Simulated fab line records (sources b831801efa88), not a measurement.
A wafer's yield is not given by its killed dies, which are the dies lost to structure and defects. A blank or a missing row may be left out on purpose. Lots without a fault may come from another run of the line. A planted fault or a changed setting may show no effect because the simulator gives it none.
Which tool did it?    flow sky130    12 lots, 36 wafers sampled, at 1 step of a route of 708

WHAT THE GAUGES SHOWED, per wafer
SKY_VT_ADJUST_HVTR_OVL_MEAS_08.
lot   measured      on          VT_ADJUST_HVTR_OVL (nm)
L075  day 9 22:08   overlay-01  -2.2 -3.4 -3.9
L077  day 10 11:49  overlay-02  -1.1 -0.3 -3.2
L079  day 11 17:46  overlay-01  -3.9 -1.5 -0.5
L081  day 12 02:20  overlay-02  -0.8 0.1 2.1
L083  day 12 12:52  overlay-01  -1.6 0.7 -1.0
L085  day 13 01:58  overlay-01  -0.9 -2.2 -1.9
L087  day 13 15:10  overlay-02  1.8 2.7 1.6
L089  day 14 01:03  overlay-01  -0.2 0.0 0.1
L091  day 14 15:34  overlay-02  -0.6 2.0 -0.2
L093  day 15 06:43  overlay-02  0.4 1.8 -0.8
L095  day 16 05:52  overlay-01  -0.4 -2.1 -1.8
L097  day 16 11:40  overlay-01  -0.2 -2.1 -2.6

EACH LOT AND THE TOOL THAT RAN IT (in order: tool; ch and the chambers of the sampled wafers; start)
Before these readings, the record contains no process step.

THE ANSWER, worked out from the rows above alone
Rule: what is usual is taken from the lots themselves. The widest of any qualifying gaps counts: lots, ordered by their means at a reading, are off when they make up no more than a third of the lots, leave a main group of 4 or more, and stand apart from it by 3 or more times the standard deviation of that group's means. If all means in a main group match to the digits the tables above print for the reading, that group is not used. Also off: a lot with no number at a reading for which 4 or more lots have one. Where the step has rows for the other lots, those lots are counted as sound.
Across all readings shown, no lot is off: no conclusion can be drawn from this.

WHAT THE SIMULATOR PUT IN
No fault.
